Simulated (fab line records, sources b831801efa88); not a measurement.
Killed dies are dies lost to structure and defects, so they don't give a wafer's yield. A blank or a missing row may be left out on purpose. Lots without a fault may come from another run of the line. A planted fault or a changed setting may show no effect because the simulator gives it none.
fab line records | flow sky130
record lots=13 wafers=39 last_day=50
route steps=708 shown METAL1@435 VIA1@466 PAD_OPEN@708
lots that met no fault: from a run of the same line without faults
start_h: hours from the record's first day to the start of the lot's first wafer shown | wait_h: hours since the lot's step before | " the same as in the row above | L1.1+2: a row that stands for several wafers | - no value, or no start given | * or withheld: withheld | < > ~ a bound
route shown NAME@n: a module of which the file shows steps, and the number in the route of the first | usual: mean/standard deviation of fault-free wafers | same: alike in all rows | chamber/n: place in a boat | sites: the reading at each site | _std_site: their standard deviation | _edge_site: outer sites' mean less inner sites' | radius_mm: how far each site lies from the wafer's centre | mask NAME#n: copy n | behind: the tool/chamber that last shaped the wafer | hold: why the lot was held/for how many hours/how that ended | device: the transistor (n, p or np) that didn't switch | end of line: the same wafers' tests at the end of the route | a step without rows: its recipe alone | killed: dies lost to structure and defects at the first sort, not the wafer's yield | map: a wafer's dies, x killed, . not, _ none there
set.NAME: the setting as run; set.NAME@STEP: as run at that earlier step | model.NAME: the simulator's own value behind a step, which no gauge read
steps of the route over a sample of lots; a table a step, a row a wafer
services: from which hour (start_h, from the record's first day; less than 0 if before it) a tool's chamber was out of use, for how many hours, and why
## steps
# step SKY_METAL1_SPUTTER_01
# recipe material=TiN target_thk_nm=20 power_w=6500 time_s=16.7 chamber_pressure_pa=0.3806
# usual throttle_valve_pct=30.1/1.2
# columns lot.wafer tool chamber start_h wait_h throttle_valve_pct
L789.1 pvd_sputter-04 - 742.89 0.0 29.0
L789.3 " - " " 29.6
L789.4 " - " " 28.8
L790.3 pvd_sputter-02 - 756.88 0.0 31.1
L790.4 " - " " 29.1
L790.6 " - " " 28.9
L791.3 pvd_sputter-02 - 759.29 0.0 32.3
L791.4 " - " " 29.4
L791.6 " - " " 28.8
L798.1 pvd_sputter-03 - 812.95 0.0 31.0
L798.4 " - " " 31.2
L798.6 " - " " 30.0
L800.2 pvd_sputter-04 - 825.42 0.0 29.3
L800.4 " - " " 28.8
L800.6 " - " " 29.3
L802.1 pvd_sputter-03 - 841.64 0.0 31.2
L802.2 " - " " 31.3
L802.4 " - " " 31.5
L803.1 pvd_sputter-04 - 852.59 0.0 29.4
L803.2 " - " " 30.9
L803.6 " - " " 29.1
L804.1 pvd_sputter-02 - 858.80 0.0 32.5
L804.4 " - " " 28.5
L804.6 " - " " 31.5
L806.3 pvd_sputter-04 - 870.04 0.0 29.0
L806.4 " - " " 28.9
L806.6 " - " " 28.8
L807.1 pvd_sputter-02 - 872.77 0.0 28.9
L807.4 " - " " 32.2
L807.6 " - " " 28.7
L810.1 pvd_sputter-02 - 910.38 0.0 28.6
L810.3 " - " " 29.1
L810.6 " - " " 28.6
L811.2 pvd_sputter-03 - 911.35 0.0 29.9
L811.5 " - " " 30.0
L811.6 " - " " 31.1
L812.2 pvd_sputter-03 - 912.60 0.0 31.0
L812.3 " - " " 29.9
L812.5 " - " " 31.1
# step SKY_VIA1_SOFTBAKE_08
# recipe temp_c=100 time_s=90 resist=KrF-thick
# usual heater_power_total_W=57.35/0.1 run_length_s=119.06/0.22
# columns lot.wafer tool chamber start_h wait_h heater_power_total_W run_length_s
L789.1 litho_track-02 0 784 - 57.38 119.10
L789.3 " 0 " " 57.40 119.21
L789.4 " 0 " " 57.20 119.19
L790.3 litho_track-03 0 799 - 57.37 118.69
L790.4 " 0 " " 57.25 118.85
L790.6 " 0 " " 57.13 118.59
L791.3 litho_track-03 0 801 - 57.34 118.73
L791.4 " 0 " " 57.55 118.64
L791.6 " 0 " " 57.20 118.67
L798.1 litho_track-04 0 853 - 59.59 110.31
L798.4 " 0 " " 59.49 110.28
L798.6 " 0 " " 59.38 110.29
L800.2 litho_track-04 0 866 - 59.49 110.38
L800.4 " 0 " " 59.20 110.26
L800.6 " 0 " " 59.33 110.69
L802.1 litho_track-02 0 882 - 57.26 119.14
L802.2 " 0 " " 57.32 119.29
L802.4 " 0 " " 57.42 119.19
L803.1 litho_track-02 0 891 - 57.37 119.11
L803.2 " 0 " " 57.29 119.14
L803.6 " 0 892 - 57.37 119.20
L804.1 litho_track-02 0 898 - 57.34 119.06
L804.4 " 0 " " 57.42 119.14
L804.6 " 0 " " 57.48 119.33
L806.3 litho_track-03 0 911 - 57.37 118.77
L806.4 " 0 " " 57.41 118.72
L806.6 " 0 " " 57.25 118.67
L807.1 litho_track-02 0 912 - 57.28 119.19
L807.4 " 0 " " 57.24 119.04
L807.6 " 0 " " 57.29 119.15
L810.1 litho_track-03 0 948 - 57.37 118.82
L810.3 " 0 " " 57.47 118.97
L810.6 " 0 " " 57.42 118.74
L811.2 litho_track-03 0 949 - 57.42 118.69
L811.5 " 0 " " 57.33 118.67
L811.6 " 0 " " 57.35 118.67
L812.2 litho_track-02 0 950 - 57.49 119.43
L812.3 " 0 " " 57.33 119.40
L812.5 " 0 " " 57.26 119.04
# step SKY_VIA1_CD_MEAS_12
# recipe target_cd_nm=150
# usual cd_nm=150.3/1.8
# columns lot.wafer tool chamber start_h wait_h cd_nm
L789.1 cd_sem-02 - 798.30 - 151.4
L789.3 " - " " 151.7
L789.4 " - " " 152.3
L790.3 cd_sem-02 - 812.07 - 151.8
L790.4 " - " " 152.8
L790.6 " - " " 152.7
L791.3 cd_sem-01 - 814.19 - 149.3
L791.4 " - " " 149.1
L791.6 " - " " 148.2
L798.1 cd_sem-01 - 866.19 - 150.3
L798.4 " - " " 149.4
L798.6 " - " " 150.0
L800.2 cd_sem-02 - 878.87 - 148.6
L800.4 " - " " 147.9
L800.6 " - " " 146.5
L802.1 cd_sem-02 - 894.93 - 151.2
L802.2 " - " " 149.8
L802.4 " - " " 147.8
L803.1 cd_sem-02 - 905.09 - 148.4
L803.2 " - " " 148.3
L803.6 " - " " 147.2
L804.1 cd_sem-01 - 911.92 - 150.2
L804.4 " - " " 152.1
L804.6 " - " " 152.3
L806.3 cd_sem-01 - 923.92 - 152.2
L806.4 " - " " 151.6
L806.6 " - " " 151.7
L807.1 cd_sem-02 - 924.58 - 149.5
L807.4 " - " " 152.0
L807.6 " - " " 149.7
L810.1 cd_sem-02 - 960.60 - 151.1
L810.3 " - " " 152.0
L810.6 " - " " 150.1
L811.2 cd_sem-02 - 962.00 - 148.9
L811.5 " - " " 147.9
L811.6 " - " " 149.0
L812.2 cd_sem-01 - 962.66 - 153.7
L812.3 " - " " 151.4
L812.5 " - " " 151.9
# step SKY_VIA1_CVD_21
# recipe material=W target_thk_nm=270 time_s=80.902 temp_c=400 pressure_torr=40
# usual heater_power_w=901/90
# columns lot.wafer tool chamber start_h wait_h heater_power_w
L789.1 cvd_w-02 0 799.20 0.0 1004
L789.3 " 0 " " 997
L789.4 " 1 " " 907
L790.3 cvd_w-02 0 812.97 0.1 1025
L790.4 " 1 " " 893
L790.6 " 0 " " 999
L791.3 cvd_w-02 1 815.10 0.1 910
L791.4 " 0 " " 996
L791.6 " 1 " " 906
L798.1 cvd_w-01 1 867.09 0.0 760
L798.4 " 0 " " 950
L798.6 " 0 " " 925
L800.2 cvd_w-02 1 879.79 0.0 897
L800.4 " 1 " " 924
L800.6 " 1 " " 896
L802.1 cvd_w-01 1 895.87 0.0 775
L802.2 " 0 " " 941
L802.4 " 0 " " 941
L803.1 cvd_w-02 0 906.00 0.0 1011
L803.2 " 0 " " 987
L803.6 " 0 " " 1002
L804.1 cvd_w-02 0 912.91 0.0 1012
L804.4 " 0 " " 1005
L804.6 " 1 " " 888
L806.3 cvd_w-01 1 924.81 0.1 729
L806.4 " 0 " " 891
L806.6 " 0 " " 900
L807.1 cvd_w-02 1 925.49 0.0 912
L807.4 " 1 " " 896
L807.6 " 1 " " 890
L810.1 cvd_w-01 1 961.56 0.0 726
L810.3 " 1 " " 741
L810.6 " 0 " " 865
L811.2 cvd_w-02 1 963.22 0.0 893
L811.5 " 0 " " 1019
L811.6 " 1 " " 896
L812.2 cvd_w-01 0 963.63 0.0 878
L812.3 " 0 " " 895
L812.5 " 1 " " 778
# step SKY_PAD_OPEN_PROBE_99
# usual defect_limited_yield=82.5/1.8 killed_at_M0_to_M3=43/6.6 killed_at_M4_up=2.9/1.8 killed_at_contacts=25/5.3 killed_at_front_end=15/4.1 killed_at_other=0.3/0.6 killed_dies=86/8.8 killed_open=47/6.7 killed_short=39/6.2 sort_bin_3_pad_short=0.9/0.44 sort_bin_5_function=10.3/1.6 sort_bin_6_memory=6.3/1 sort_n_pass=406/8.8 sort_yield_pct=82.5/1.8
# same gross_dies=492 killed_at_back_side=0 sort_bin_4_leakage[%]=0 sort_bin_8_speed[%]=0
# columns lot.wafer tool chamber start_h wait_h defect_limited_yield[%] killed_at_M0_to_M3 killed_at_M4_up killed_at_contacts killed_at_front_end killed_at_other killed_dies killed_open killed_short sort_bin_3_pad_short[%] sort_bin_5_function[%] sort_bin_6_memory[%] sort_n_pass sort_yield_pct[%]
L789.1 prober-01 - 1080.28 0.1 84.6 42 0 23 11 0 76 44 32 0.6 10.0 4.9 416 84.6
L789.3 prober-01 - 1080.38 0.2 84.6 36 3 22 15 0 76 44 32 0.2 8.9 6.3 416 84.6
L789.4 prober-01 - 1080.43 0.2 83.7 39 1 22 18 0 80 43 37 0.6 8.7 6.9 412 83.7
L800.6 prober-01 - 1141.91 0.2 82.3 35 3 27 21 1 87 42 45 1.6 9.1 6.9 405 82.3
L802.1 prober-01 - 1154.46 0.1 82.3 42 5 28 12 0 87 50 37 0.8 8.5 8.3 405 82.3
L802.2 prober-01 - 1154.51 0.1 85.0 36 5 19 14 0 74 43 30 0.4 10.0 4.7 418 85.0
L802.4 prober-01 - 1154.61 0.2 79.7 49 6 25 16 4 100 46 52 1.0 12.2 7.1 392 79.7
L804.1 prober-01 - 1169.16 0.1 84.1 44 3 18 12 1 78 41 33 1.0 8.7 6.1 414 84.1
L804.4 prober-01 - 1169.31 0.2 86.2 38 3 16 10 1 68 36 31 0.8 8.5 4.5 424 86.2
L804.6 prober-01 - 1169.41 0.2 82.5 50 3 23 10 0 86 36 50 1.4 8.9 7.1 406 82.5
L806.3 prober-01 - 1176.62 0.2 83.9 38 3 30 8 0 79 43 36 0.6 10.6 4.9 413 83.9
L806.4 prober-01 - 1176.67 0.2 87.0 29 2 26 7 0 64 33 31 0.6 8.5 3.9 428 87.0
L806.6 prober-01 - 1176.77 0.2 83.1 43 8 17 15 0 83 39 44 1.0 10.2 5.7 409 83.1
L807.1 prober-02 - 1176.70 0.1 81.5 43 2 24 22 0 91 46 43 1.0 10.8 6.7 401 81.5
L807.4 prober-02 - 1176.85 0.2 81.7 36 4 29 21 0 90 44 46 1.2 10.6 6.5 402 81.7
L807.6 prober-02 - 1176.95 0.2 81.3 42 2 29 19 0 92 54 38 0.8 10.4 7.5 400 81.3
L810.1 prober-01 - 1199.09 0.1 80.9 45 4 24 20 1 94 55 38 1.6 10.4 7.1 398 80.9
L810.3 prober-01 - 1199.19 0.2 80.7 52 4 22 17 0 95 50 45 1.2 10.8 7.3 397 80.7
L810.6 prober-01 - 1199.34 0.2 82.3 42 0 30 14 1 87 54 32 0.8 11.8 5.1 405 82.3
L812.2 prober-01 - 1201.20 0.1 82.3 44 3 21 19 0 87 49 38 0.6 11.2 5.9 405 82.3
L812.3 prober-01 - 1201.25 0.2 83.3 47 1 21 13 0 82 54 27 1.2 10.6 4.9 410 83.3
L812.5 prober-01 - 1201.35 0.2 84.6 33 2 27 14 0 76 42 34 0.8 7.5 7.1 416 84.6
# killed by level:class
L789.1 CONTACT:geometric_particle:open=11 VIA1:geometric_particle:open=10 METAL2:geometric_particle:short=9 VIA3:geometric_particle:open=5 LI_CONTACT:geometric_particle:open=4 VIA2:geometric_particle:open=4 FIELD_ISO:geometric_particle:short=3 FIELD_ISO:geometric_particle:open=3
L789.3 VIA1:geometric_particle:open=8 CONTACT:geometric_particle:open=7 LI_CONTACT:geometric_particle:open=7 METAL2:geometric_particle:short=6 VIA1:geometric_particle:short=6 FIELD_ISO:geometric_particle:open=5 CONTACT:geometric_particle:short=4 VIA3:geometric_particle:open=4
L789.4 VIA1:geometric_particle:open=9 VIA2:geometric_particle:open=9 CONTACT:geometric_particle:open=7 POLY_GATE:geometric_particle:short=6 METAL1:geometric_particle:short=5 LOCAL_INTERCONNECT:geometric_particle:short=5 FIELD_ISO:geometric_particle:open=4 POLY_GATE:geometric_particle:open=4
L800.6 CONTACT:geometric_particle:open=15 VIA1:geometric_particle:open=9 METAL2:geometric_particle:short=7 FIELD_ISO:geometric_particle:short=6 CONTACT:geometric_particle:short=6 POLY_GATE:geometric_particle:short=5 METAL1:geometric_particle:short=5 FIELD_ISO:geometric_particle:open=4
L802.1 LI_CONTACT:geometric_particle:open=13 CONTACT:geometric_particle:open=9 VIA1:geometric_particle:open=7 VIA2:geometric_particle:open=6 METAL1:geometric_particle:short=6 METAL2:geometric_particle:short=6 VIA3:geometric_particle:open=5 POLY_GATE:geometric_particle:open=4
L802.2 CONTACT:geometric_particle:open=6 VIA1:geometric_particle:open=6 VIA3:geometric_particle:open=6 LI_CONTACT:geometric_particle:open=5 VIA2:geometric_particle:open=5 POLY_GATE:geometric_particle:short=4 METAL2:geometric_particle:open=4 CONTACT:geometric_particle:short=4
L802.4 VIA2:geometric_particle:open=10 LI_CONTACT:geometric_particle:open=8 CONTACT:geometric_particle:open=8 METAL1:geometric_particle:short=8 FIELD_ISO:geometric_particle:short=7 VIA3:geometric_particle:open=6 METAL2:geometric_particle:short=5 CONTACT:geometric_particle:short=5
L804.1 CONTACT:geometric_particle:open=10 VIA1:geometric_particle:open=9 VIA2:geometric_particle:open=8 METAL2:geometric_particle:short=6 FIELD_ISO:geometric_particle:open=5 CONTACT:geometric_particle:short=5 VIA3:geometric_particle:open=5 VIA3:geometric_particle:short=4
L804.4 VIA1:geometric_particle:open=7 VIA2:geometric_particle:open=7 LI_CONTACT:geometric_particle:open=6 CONTACT:geometric_particle:open=6 METAL2:geometric_particle:short=6 VIA2:geometric_particle:short=4 METAL3:geometric_particle:short=4 FIELD_ISO:geometric_particle:short=3
L804.6 VIA1:geometric_particle:short=9 METAL2:geometric_particle:short=9 VIA1:geometric_particle:open=8 LI_CONTACT:geometric_particle:open=7 CONTACT:geometric_particle:open=6 LOCAL_INTERCONNECT:geometric_particle:short=5 VIA2:geometric_particle:open=5 LI_CONTACT:geometric_particle:short=4
L806.3 LI_CONTACT:geometric_particle:open=10 CONTACT:geometric_particle:open=10 METAL2:geometric_particle:short=7 VIA3:geometric_particle:open=7 VIA2:geometric_particle:open=6 METAL1:geometric_particle:short=6 VIA1:geometric_particle:open=5 CONTACT:geometric_particle:short=5
L806.4 LI_CONTACT:geometric_particle:open=11 VIA1:geometric_particle:open=9 LOCAL_INTERCONNECT:geometric_particle:short=5 CONTACT:geometric_particle:short=5 VIA2:geometric_particle:short=4 VIA1:geometric_particle:short=4 VIA3:geometric_particle:open=3 LI_CONTACT:geometric_particle:short=3
L807.1 VIA1:geometric_particle:open=10 POLY_GATE:geometric_particle:open=6 LI_CONTACT:geometric_particle:open=6 VIA3:geometric_particle:open=6 CONTACT:geometric_particle:short=5 CONTACT:geometric_particle:open=5 VIA2:geometric_particle:open=5 METAL1:geometric_particle:short=5
L806.6 VIA1:geometric_particle:short=8 VIA1:geometric_particle:open=8 LI_CONTACT:geometric_particle:short=7 METAL2:geometric_particle:short=6 CONTACT:geometric_particle:open=6 METAL4:geometric_particle:short=6 METAL1:geometric_particle:open=5 POLY_GATE:geometric_particle:open=4
L807.4 LI_CONTACT:geometric_particle:open=10 VIA1:geometric_particle:open=8 FIELD_ISO:geometric_particle:short=7 CONTACT:geometric_particle:open=7 VIA1:geometric_particle:short=7 FIELD_ISO:geometric_particle:open=6 LI_CONTACT:geometric_particle:short=5 METAL2:geometric_particle:short=5
L807.6 CONTACT:geometric_particle:open=12 LI_CONTACT:geometric_particle:open=10 VIA2:geometric_particle:open=10 METAL1:geometric_particle:short=8 VIA1:geometric_particle:open=8 CONTACT:geometric_particle:short=6 FIELD_ISO:geometric_particle:short=5 POLY_GATE:geometric_particle:open=5
L810.1 VIA1:geometric_particle:open=13 VIA3:geometric_particle:open=10 CONTACT:geometric_particle:open=9 VIA2:geometric_particle:open=9 LOCAL_INTERCONNECT:geometric_particle:short=6 POLY_GATE:geometric_particle:open=5 CONTACT:geometric_particle:short=5 METAL1:geometric_particle:short=5
L810.3 VIA1:geometric_particle:open=12 VIA2:geometric_particle:open=9 VIA3:geometric_particle:open=8 FIELD_ISO:geometric_particle:short=6 LOCAL_INTERCONNECT:geometric_particle:short=6 CONTACT:geometric_particle:open=6 METAL2:geometric_particle:short=6 METAL1:geometric_particle:short=5
L810.6 VIA1:geometric_particle:open=14 CONTACT:geometric_particle:open=9 LI_CONTACT:geometric_particle:open=8 LOCAL_INTERCONNECT:geometric_particle:short=7 VIA3:geometric_particle:open=7 VIA2:geometric_particle:open=6 CONTACT:geometric_particle:short=5 FIELD_ISO:geometric_particle:short=3
L812.2 METAL2:geometric_particle:short=10 CONTACT:geometric_particle:open=7 METAL1:geometric_particle:short=7 VIA2:geometric_particle:open=7 FIELD_ISO:geometric_particle:open=6 VIA1:geometric_particle:open=6 POLY_GATE:geometric_particle:open=4 LI_CONTACT:geometric_particle:open=4
L812.3 VIA1:geometric_particle:open=21 VIA2:geometric_particle:open=8 LI_CONTACT:geometric_particle:open=7 VIA3:geometric_particle:short=6 FIELD_ISO:geometric_particle:open=5 POLY_GATE:geometric_particle:short=5 CONTACT:geometric_particle:short=5 CONTACT:geometric_particle:open=4
L812.5 CONTACT:geometric_particle:open=12 VIA1:geometric_particle:open=9 METAL1:geometric_particle:short=7 VIA2:geometric_particle:open=5 POLY_GATE:geometric_particle:short=4 LI_CONTACT:geometric_particle:open=4 LOCAL_INTERCONNECT:geometric_particle:short=4 CONTACT:geometric_particle:short=4
## services
# columns tool chamber start_h hours kind
pvd_sputter-02 - 741.76 2.4 repair
pvd_sputter-03 - 760.26 0.6 repair
pvd_sputter-04 - 774.40 3.2 repair
cvd_w-02 - 782.85 0.9 repair
pvd_sputter-03 - 804.38 1.4 repair
cvd_w-01 1 810.79 - calibration
cvd_w-01 - 821.57 0.5 repair
cvd_w-02 - 839.45 1.7 repair
pvd_sputter-02 - 852.24 1.9 repair
cvd_w-02 1 900.02 12.1 repair
cvd_w-01 - 904.00 14.0 pm
cvd_w-01 0 904.00 14.0 vent_cycle
cvd_w-01 1 904.00 14.0 vent_cycle
pvd_sputter-03 - 905.76 5.1 repair
pvd_sputter-04 - 914.72 5.5 repair
cvd_w-01 0 918.00 - clean
cvd_w-01 1 918.00 - clean
cvd_w-02 - 930.87 1.4 repair
cvd_w-01 - 956.95 1.1 repair
## key
first_sign step=SKY_VIA1_SOFTBAKE_08 reading=run_length_s direction=down sigmas=39 usual=* struck=*
effect step=SKY_VIA1_SOFTBAKE_08 reading=heater_power_total_W direction=up sigmas=20 usual=* struck=*
met_at SKY_VIA1_SOFTBAKE_08
struck_lots L798,L800
not_acting_at SKY_METAL1_SPUTTER_01,SKY_VIA1_CD_MEAS_12,SKY_VIA1_CVD_21
fault kind=process_parameter_drift tool=litho_track-04 chamber=- onset_h=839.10 steps=SKY_VIA1_SOFTBAKE_08 channel=time_s offset=* shape=step end_h=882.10 acts_in=* stated=*
